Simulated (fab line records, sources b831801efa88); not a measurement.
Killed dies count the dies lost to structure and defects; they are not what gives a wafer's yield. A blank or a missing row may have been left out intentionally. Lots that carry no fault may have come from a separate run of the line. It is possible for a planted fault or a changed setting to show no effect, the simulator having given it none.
Which tool is to blame?    flow gf180mcu    15 lots, 45 wafers sampled, at 2 steps of a route of 602

== WHAT EACH GAUGE READ, for each wafer ==
GF_V3_THK_MEAS_25: measures by xrf.
lot   measured      on             V3_W_THK (nm)
L897  day 22 09:52  film-metro-04  348 348 346
L898  day 23 12:14  film-metro-04  353 350 351
L899  day 23 15:10  film-metro-04  352 348 348
L903  day 24 09:30  film-metro-02  339 344 341
L902  day 24 11:05  film-metro-01  347 341 337
L905  day 25 01:50  film-metro-01  346 347 345
L906  day 25 10:10  film-metro-04  350 352 350
L909  day 26 09:26  film-metro-01  339 344 349
L910  day 26 16:35  film-metro-04  352 346 344
L911  day 27 02:23  film-metro-04  347 347 351
L912  day 27 08:58  film-metro-02  342 345 349
L916  day 28 19:05  film-metro-01  347 350 342
L917  day 28 23:44  film-metro-02  346 353 348
L918  day 29 09:40  film-metro-01  349 353 356
L919  day 29 10:38  film-metro-04  346 344 346

== TOOL THAT RAN EACH LOT (tool first, then ch and the chambers of the sampled wafers, then the start) ==
lot   GF_V3_SPUTTER_21
L897  pvd-sputter-03, day 22 09:32
L898  pvd-sputter-03, day 23 11:54
L899  pvd-sputter-01, day 23 14:50
L903  pvd-sputter-01, day 24 09:09
L902  pvd-sputter-02, day 24 10:45
L905  pvd-sputter-02, day 25 01:29
L906  pvd-sputter-02, day 25 09:50
L909  pvd-sputter-03, day 26 09:06
L910  pvd-sputter-01, day 26 16:16
L911  pvd-sputter-03, day 27 02:02
L912  pvd-sputter-02, day 27 08:35
L916  pvd-sputter-01, day 28 18:45
L917  pvd-sputter-01, day 28 23:24
L918  pvd-sputter-03, day 29 09:19
L919  pvd-sputter-03, day 29 10:18
- GF_V3_SPUTTER_21: material Ti, target thk 15 nm, time 80.02 s.

== AS READ BY THE TOOLS THEMSELVES (means over the sampled wafers that have a number; for cases with no such wafer, the mark the record gives instead) ==
GF_V3_SPUTTER_21.
lot   tool            throttle-valve-pct (%)
L897  pvd-sputter-03  28.4
L898  pvd-sputter-03  28.6
L899  pvd-sputter-01  28.8
L903  pvd-sputter-01  29.2
L902  pvd-sputter-02  29.5
L905  pvd-sputter-02  28.3
L906  pvd-sputter-02  29.8
L909  pvd-sputter-03  28.2
L910  pvd-sputter-01  28.4
L911  pvd-sputter-03  28.6
L912  pvd-sputter-02  28.6
L916  pvd-sputter-01  29.6
L917  pvd-sputter-01  29.0
L918  pvd-sputter-03  29.9
L919  pvd-sputter-03  29.1

== THE ANSWER, worked out from the rows above alone ==
Rule: the lots themselves supply what counts as usual. The widest of any qualifying gaps counts: lots, ordered by their means at a reading, are off when they make up no more than a third of the lots, leave a main group of 4 or more, and stand apart from it by 3 or more times the standard deviation of that group's means. A main group whose means are all the same, to the digits that the tables above print for the reading, isn't used. Also off: a lot with no number at a reading for which 4 or more lots have one. Any other lot the step has rows for is counted as sound. First the gauges in route order, then the tools' own readings, where a lot's mean is used as printed above. At the first step where some lot is off, the reading lying furthest off is the one used; lots without a number count as furthest.
None of the lots is off at any reading shown; this tells nothing.

== WHAT THE SIMULATOR HAD PUT IN ==
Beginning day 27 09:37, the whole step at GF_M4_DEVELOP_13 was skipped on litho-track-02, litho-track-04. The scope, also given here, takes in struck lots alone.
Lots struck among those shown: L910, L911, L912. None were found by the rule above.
